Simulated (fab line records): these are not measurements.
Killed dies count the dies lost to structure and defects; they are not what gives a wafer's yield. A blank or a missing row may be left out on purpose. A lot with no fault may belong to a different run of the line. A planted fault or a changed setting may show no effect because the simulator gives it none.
fab line records    flow sky130
[record] lots = 7  wafers = 21  lastDay = 50
route steps=708 shown VT_ADJUST_HVTP@91 VT_ADJUST_LVTN@97
lots that met no fault: taken from a fault-free run of the same line
startH: hours from the record's first day to the start of the lot's first wafer shown    waitH: time in hours since the lot's previous step    " same as the row above    L1.1+2: several wafers, shown together as one row    - either no value or no given start    * or withheld: withheld    < > ~ a bound
route shown NAME@n: NAME is a module with steps in the file, n the number in the route of the first one    usual: mean and standard deviation over wafers with no fault    same: alike in all rows    chamber/n: place in a boat    sites: readings site by site    _std_site: the values' standard deviation    _edge_site: the outer-site mean with the inner-site mean subtracted    radiusMm: how far each site lies from the wafer's centre    mask NAME#n: copy n    behind: the most recent tool/chamber to have shaped the wafer    hold: why the lot went on hold/how many hours it stayed there/how the hold came to an end    device: the transistor (n, p or np) that didn't switch    end of line: tests run on the same wafers once the route is complete    a step given without rows: its recipe and nothing more    killed: at the first sort, the dies lost to defects and structure; wafer yield is something else    map: shows each die of a wafer: x if killed, . if not, _ if none is there
set.NAME: the run value of the setting; set.NAME@STEP: its run value at that earlier step    model.NAME: the simulator's own value behind a step, which no gauge read
lots seen at some steps along the route; tables by step, rows by wafer
[[steps]]
[step SKY_VT_ADJUST_HVTP_DEVELOP_06]
[recipe] resist = NOVOLAK  developer = TMAH  developTimeS = 60  devTempC = 23
[step SKY_VT_ADJUST_HVTP_CD_MEAS_07]
[recipe] targetCdNm = 380
[usual] cdNm = 379.2/2.9
lot.wafer  tool      chamber  startH  waitH  cdNm
L300.3     cdSem-02  -        164.48  0.1    379.2
L300.4     "         -        "       "      376.8
L300.5     "         -        "       "      379.9
L305.1     cdSem-01  -        188.37  0.1    376.5
L305.4     "         -        "       "      379.5
L305.5     "         -        "       "      380.2
L311.1     cdSem-01  -        235.29  0.1    385.5
L311.4     "         -        "       "      386.7
L311.5     "         -        "       "      385.9
L312.4     cdSem-02  -        239.65  0.1    381.8
L312.5     "         -        "       "      380.3
L312.6     "         -        "       "      379.3
L313.2     cdSem-02  -        242.01  0.1    380.5
L313.3     "         -        "       "      381.9
L313.4     "         -        "       "      381.3
L315.1     cdSem-02  -        252.99  0.1    376.9
L315.3     "         -        "       "      377.2
L315.5     "         -        "       "      379.0
L316.3     cdSem-01  -        262.65  0.1    377.3
L316.4     "         -        "       "      379.0
L316.6     "         -        "       "      379.1
[step SKY_VT_ADJUST_HVTP_OVL_MEAS_08]
[usual] VT_ADJUST_HVTP_OVL = 0.1/1.4
lot.wafer  tool        chamber  startH  waitH  VT_ADJUST_HVTP_OVL[nm]
L300.3     overlay-02  -        164.57  0.1    0.8
L300.4     "           -        "       "      -2.5
L300.5     "           -        "       "      1.0
L305.1     overlay-02  -        188.49  0.1    -1.6
L305.4     "           -        "       "      -0.7
L305.5     "           -        "       "      -1.1
L311.1     overlay-01  -        235.41  0.1    -0.4
L311.4     "           -        "       "      -0.1
L311.5     "           -        "       "      0.6
L312.4     overlay-01  -        239.73  0.1    0.4
L312.5     "           -        "       "      -0.4
L312.6     "           -        "       "      0.3
L313.2     overlay-02  -        242.12  0.1    -1.8
L313.3     "           -        "       "      1.2
L313.4     "           -        "       "      -0.3
L315.1     overlay-01  -        253.11  0.1    0.4
L315.3     "           -        "       "      -1.4
L315.5     "           -        "       "      -2.9
L316.3     overlay-02  -        262.75  0.1    -0.6
L316.4     "           -        "       "      1.2
L316.6     "           -        "       "      0.2
[step SKY_VT_ADJUST_HVTP_IMPLANT_09]
[recipe] species = As  energyKev = 150  doseCm2 = 4.3e+12  tiltDeg = withheld
[step SKY_VT_ADJUST_HVTP_STRIP_10]
[recipe] chemistry = O2/N2  powerW = 1400  pressureMtorr = 1500  platenTempC = withheld  o2FlowSccm = 3000  n2FlowSccm = 300  overashFraction = 0.5
[usual] drypumpMotorCurrentA = 5.8/0.43  o2FlowSccm = 3001/9.1  oesProductAu = 0.716/0.0045  stripTimeToEndpointS = 14.19/0.042
lot.wafer  tool            chamber  startH  waitH  drypumpMotorCurrentA  o2FlowSccm  oesProductAu  rfHoursCounterH  stripTimeToEndpointS
L300.3     plasmaAsher-04  1        164.78  0.1    5.6                   3028        0.714         -                14.20
L300.4     "               0        "       "      5.5                   3006        0.715         -                14.19
L300.5     "               0        "       "      5.5                   3018        0.712         -                14.14
L305.1     plasmaAsher-04  0        188.67  0.1    5.5                   2992        0.717         50               14.22
L305.4     "               0        "       "      5.5                   3006        0.706         -                14.21
L305.5     "               0        "       "      5.5                   2996        0.718         -                14.17
L311.1     plasmaAsher-04  1        235.60  0.1    5.6                   3012        0.714         55               14.12
L311.4     "               0        "       "      5.6                   2992        0.721         -                14.09
L311.5     "               0        "       "      5.6                   3007        0.720         -                14.15
L312.4     plasmaAsher-04  0        239.93  0.1    5.5                   2993        0.711         -                14.22
L312.5     "               0        "       "      5.5                   2985        0.721         -                14.21
L312.6     "               1        "       "      5.7                   3008        0.711         -                14.27
L313.2     plasmaAsher-04  0        242.30  0.1    5.6                   2999        0.708         55               14.11
L313.3     "               1        "       "      5.6                   3015        0.718         -                14.09
L313.4     "               0        "       "      5.5                   2993        0.715         -                14.11
L315.1     plasmaAsher-01  1        253.30  0.1    6.5                   3000        0.724         13               14.12
L315.3     "               1        "       "      6.5                   2997        0.709         -                14.20
L315.5     "               1        "       "      6.4                   2998        0.706         -                14.09
L316.3     plasmaAsher-01  1        262.95  0.1    6.5                   2986        0.716         -                14.23
L316.4     "               0        "       "      6.4                   3002        0.714         -                14.21
L316.6     "               1        "       "      6.5                   2984        0.716         -                14.24
[step SKY_VT_ADJUST_HVTP_TW_MEAS_11]
[usual] VT_ADJUST_HVTP_TW = 1367/6
lot.wafer  tool          chamber  startH  waitH  VT_ADJUST_HVTP_TW
L300.3     filmMetro-02  -        164.87  0.1    1360
L300.4     "             -        "       "      1370
L300.5     "             -        "       "      1369
L305.1     filmMetro-04  -        188.77  0.1    1354
L305.4     "             -        "       "      1364
L305.5     "             -        "       "      1358
L311.1     filmMetro-02  -        235.70  0.1    1370
L311.4     "             -        "       "      1372
L311.5     "             -        "       "      1376
L312.4     filmMetro-03  -        240.03  0.1    1358
L312.5     "             -        "       "      1361
L312.6     "             -        "       "      1366
L313.2     filmMetro-03  -        242.41  0.1    1355
L313.3     "             -        "       "      1362
L313.4     "             -        "       "      1364
L315.1     filmMetro-03  -        253.40  0.1    1356
L315.3     "             -        "       "      1368
L315.5     "             -        "       "      1368
L316.3     filmMetro-04  -        263.04  0.1    1378
L316.4     "             -        "       "      1366
L316.6     "             -        "       "      1379
[step SKY_VT_ADJUST_LVTN_DEHYDRATE_00]
[recipe] tempC = 200  timeS = 60
[step SKY_VT_ADJUST_LVTN_HMDS_01]
[recipe] primeTimeS = 60  primeTempC = 120
[step SKY_VT_ADJUST_LVTN_COAT_02]
[recipe] spinRpm = 2000  resistThkNm = 3000
[step SKY_VT_ADJUST_LVTN_SOFTBAKE_03]
[recipe] tempC = 110  timeS = withheld
[step SKY_VT_ADJUST_LVTN_EXPOSE_04]
[recipe] maskId = NWM_COMPLEMENT_LESS_NATIVE  na = 0.6  sourceShape = conventional  sigmaOuter = 0.6  polarization = unpolarized  targetCdNm = 840  doseMj = 194
[step SKY_VT_ADJUST_LVTN_PEB_05]
[recipe] tempC = 115  timeS = withheld
[step SKY_VT_ADJUST_LVTN_DEVELOP_06]
[recipe] wallAngleDeg = 90  developer = TMAH  developTimeS = 60  devTempC = 23
[usual] chillPlateTempC = 22.97/0.1  developTimeS = 60/0
lot.wafer  tool           chamber  startH  waitH  chillPlateTempC  developTimeS
L300.3     lithoTrack-03  0        185     -      22.93            60
L300.4     "              0        "       "      23.03            60
L300.5     "              0        "       "      22.95            60
L305.1     lithoTrack-04  0        210     -      23.13            60
L305.4     "              0        "       "      23.02            60
L305.5     "              0        211     -      23.10            60
L311.1     lithoTrack-03  -        260     -      -                -
L311.4     "              -        "       "      -                -
L311.5     "              -        "       "      -                -
L312.4     lithoTrack-02  -        263     -      -                -
L312.5     "              -        "       "      -                -
L312.6     "              -        "       "      -                -
L313.2     lithoTrack-02  -        266     -      -                -
L313.3     "              -        "       "      -                -
L313.4     "              -        267     -      -                -
L315.1     lithoTrack-02  0        277     -      22.97            60
L315.3     "              0        "       "      23.12            60
L315.5     "              0        "       "      23.06            60
L316.3     lithoTrack-02  0        288     -      22.91            60
L316.4     "              0        "       "      22.99            60
L316.6     "              0        "       "      23.10            60
[step SKY_VT_ADJUST_LVTN_OVL_MEAS_07]
[usual] VT_ADJUST_LVTN_OVL = 0.2/1.2
lot.wafer  tool        chamber  startH  waitH  VT_ADJUST_LVTN_OVL[nm]
L300.3     overlay-02  -        186.04  -      0.5
L300.4     "           -        "       "      0.2
L300.5     "           -        "       "      -0.5
L305.1     overlay-02  -        211.07  -      0.8
L305.4     "           -        "       "      0.6
L305.5     "           -        "       "      0.5
L311.1     overlay-02  -        260.38  -      -
L311.4     "           -        "       "      -
L311.5     "           -        "       "      -
L312.4     overlay-01  -        263.92  -      -
L312.5     "           -        "       "      -
L312.6     "           -        "       "      -
L313.2     overlay-02  -        267.10  -      -
L313.3     "           -        "       "      -
L313.4     "           -        "       "      -
L315.1     overlay-01  -        277.65  -      -0.1
L315.3     "           -        "       "      0.1
L315.5     "           -        "       "      0.1
L316.3     overlay-01  -        288.71  -      0.9
L316.4     "           -        "       "      -0.9
L316.6     "           -        "       "      -0.2
[[key]]
[firstSign] step = SKY_VT_ADJUST_LVTN_DEVELOP_06  reading = toolRecord  direction = missing
effect none on later readings
metAt SKY_VT_ADJUST_LVTN_DEVELOP_06
struckWafers L311.1,L311.4,L311.5,L312.4,L312.5,L312.6,L313.2,L313.3,L313.4
sortLeftOut L311.1,L311.4,L311.5,L312.4,L312.5,L312.6,L313.2,L313.3,L313.4
testerLeftOut L311,L312,L313
onsetBetween 185 260
[fault] kind = skippedStepWhole  tool = lithoTrack-02,lithoTrack-03  chamber = -  onsetH = 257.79  steps = SKY_VT_ADJUST_LVTN_DEVELOP_06  scope = struckLotsOnly
// testerLeftOut: of these lots the tester's yield and bins aren't shown, on N5 and GAA mostly nor the transistor test; their killed dies are dies lost to structure and defects alone, not to doping, threshold or leakage, so they don't give the yield
// sortLeftOut: the simulated sort isn't trusted on such a fault, so these wafers' sort isn't shown, and their yield isn't known
